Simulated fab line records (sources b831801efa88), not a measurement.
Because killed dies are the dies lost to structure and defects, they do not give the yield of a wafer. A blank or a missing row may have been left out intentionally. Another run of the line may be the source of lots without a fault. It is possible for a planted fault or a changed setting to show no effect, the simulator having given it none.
Split-lot experiment + flow sfq-line + 27 wafers read from 5 lots, route of 325 steps

## ABOUT THE SPLIT
At SFQ_TRILAYER_M6_BARC_OPEN_METAL_ETCH_206 (etches BARC in O2, target depth 125 nm, time 41.7 s), the setting time-s was moved away from the recipe's 41.7 s on 9 of the 27 wafers read, by -55.4% to -29.2%. All remaining wafers had this setting at the recipe value.

The reading comes from the split's own step.

## THE READING
oes-product-au, in a.u., at SFQ_TRILAYER_M6_BARC_OPEN_METAL_ETCH_206 (etches BARC in O2, target depth 125 nm, time 41.7 s). A value of 0.685 a.u. with a standard deviation of 0.0045 a.u. is what fault-free wafers of this fab line usually give.

| wafer  | tool, chamber at the split | time-s as run, s | against the recipe | oes-product-au, a.u. | against lot-mates on the recipe |
|--------|----------------------------|------------------|--------------------|----------------------|---------------------------------|
| L074.1 | rie-metal-01, 0            | 41.7             | recipe             | 0.681                | -                               |
| L074.2 | rie-metal-01, 1            | 41.7             | recipe             | 0.690                | -                               |
| L074.3 | rie-metal-01, 0            | 18.61            | -55.4%             | 1.001                | +0.317                          |
| L074.4 | rie-metal-01, 1            | 41.7             | recipe             | 0.680                | -                               |
| L074.5 | rie-metal-01, 0            | 18.61            | -55.4%             | 1.003                | +0.319                          |
| L074.6 | rie-metal-01, 1            | 18.61            | -55.4%             | 1.000                | +0.316                          |
| L076.1 | rie-metal-03, 0            | 29.52            | -29.2%             | 0.808                | +0.120                          |
| L076.2 | rie-metal-03, 1            | 29.52            | -29.2%             | 0.808                | +0.120                          |
| L076.3 | rie-metal-03, 1            | 41.7             | recipe             | 0.687                | -                               |
| L076.4 | rie-metal-03, 0            | 41.7             | recipe             | 0.696                | -                               |
| L076.5 | rie-metal-03, 0            | 29.52            | -29.2%             | 0.807                | +0.119                          |
| L076.6 | rie-metal-03, 1            | 41.7             | recipe             | 0.680                | -                               |
| L079.1 | rie-metal-03, 0            | 41.7             | recipe             | 0.686                | -                               |
| L079.2 | rie-metal-03, 1            | 41.7             | recipe             | 0.683                | -                               |
| L079.3 | rie-metal-03, 0            | 41.7             | recipe             | 0.682                | -                               |
| L079.4 | rie-metal-03, 1            | 41.7             | recipe             | 0.683                | -                               |
| L079.5 | rie-metal-03, 1            | 41.7             | recipe             | 0.688                | -                               |
| L079.6 | rie-metal-03, 0            | 41.7             | recipe             | 0.687                | -                               |
| L080.1 | rie-metal-03, 1            | 41.7             | recipe             | 0.682                | -                               |
| L080.2 | rie-metal-03, 1            | 20.33            | -51.2%             | 1.011                | +0.328                          |
| L080.3 | rie-metal-03, 1            | 20.33            | -51.2%             | 1.003                | +0.320                          |
| L080.4 | rie-metal-03, 1            | 41.7             | recipe             | 0.682                | -                               |
| L080.5 | rie-metal-03, 1            | 41.7             | recipe             | 0.685                | -                               |
| L080.6 | rie-metal-03, 1            | 20.33            | -51.2%             | 1.002                | +0.319                          |
| L084.1 | rie-metal-04, 1            | 41.7             | recipe             | 0.685                | -                               |
| L084.4 | rie-metal-04, 0            | 41.7             | recipe             | 0.683                | -                               |
| L084.5 | rie-metal-04, 1            | 41.7             | recipe             | 0.688                | -                               |

FIT RESULTS
A straight line over all 27 wafers: oes-product-au changes by -0.0058 a.u. for each +1% of time-s; r = -0.99; the points scatter about the line by 0.018 a.u.
The same after taking each lot's own level away (the mean of its wafers on the recipe; 27 wafers): -0.00582 a.u. for each +1%; r = -0.99; scatter 0.019 a.u.
The reading moves by 0.32 a.u. for the largest change in time-s, on that fit.
Measured against the standard deviation above, the lots' own levels, which go from 0.6830 to 0.6877 a.u., span 1.0 times it.
Hence the lot-to-lot level has little effect on the slope; both slopes agree.
Check: for one of the wafers moved furthest among these (-55.4%), held out of the fit, the line's prediction against its lot-mates is +0.319 a.u. It came out at +0.317 a.u. against them.
Tool readings at the split's step, against how far the setting was moved: oes-product-au r = -0.99.

## THESE WAFERS: OTHER SPLITS
Other splits were also applied to these wafers ahead of the reading. Each is held against what the fit with the lots' levels taken away leaves over:
| other split on the same wafers                  | wafers away from the commonest value | r with oes-product-au (lot level and that fit taken away) |
|-------------------------------------------------|--------------------------------------|-----------------------------------------------------------|
| SFQ_TRILAYER_I3_DEP_PECVD_081 time-s            | 9                                    | +0.05                                                     |
| SFQ_TRILAYER_JJ_TRILAYER_DEP_SPUTTER_110 time-s | 12                                   | +0.22                                                     |
| SFQ_TRILAYER_R5_DEP_SPUTTER_133 time-s          | 12                                   | +0.06                                                     |
| SFQ_TRILAYER_C5_BARC_OPEN_VIA_ETCH_210 time-s   | 9                                    | +0.22                                                     |

## THE WHOLE CHAIN: every reading that the file lists as answering this split, in the file's order
| step                                     | what it does                                                        | reading                                                                                   | change (the file's fit)                   | r (the file's) |
|------------------------------------------|---------------------------------------------------------------------|-------------------------------------------------------------------------------------------|-------------------------------------------|----------------|
| SFQ_TRILAYER_M6_BARC_OPEN_METAL_ETCH_206 | etches BARC in O2, target depth 125 nm, time 41.7 s                 | oes-product-au                                                                            | -0.00575 a.u. for each +1% of the setting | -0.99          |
| SFQ_TRILAYER_M6_BARC_OPEN_METAL_ETCH_206 | etches BARC in O2, target depth 125 nm, time 41.7 s                 | KrF_of_TRILAYER_M6_LITHO_COAT_159.thk-nm (the simulator's own value, which no gauge read) | -0.507 nm for each +1% of the setting     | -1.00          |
| SFQ_TRILAYER_M6_ETCH_METAL_ETCH_162      | etches Nb in Cl2/Ar, stops on SiO2, target depth 240 nm, time 120 s | KrF_of_TRILAYER_M6_LITHO_COAT_159.thk-nm (the simulator's own value, which no gauge read) | -0.502 nm for each +1% of the setting     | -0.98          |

## THE FILE'S OWN FIT
oes-product-au changes by -0.00575 a.u. for each +1% of time-s, r = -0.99.
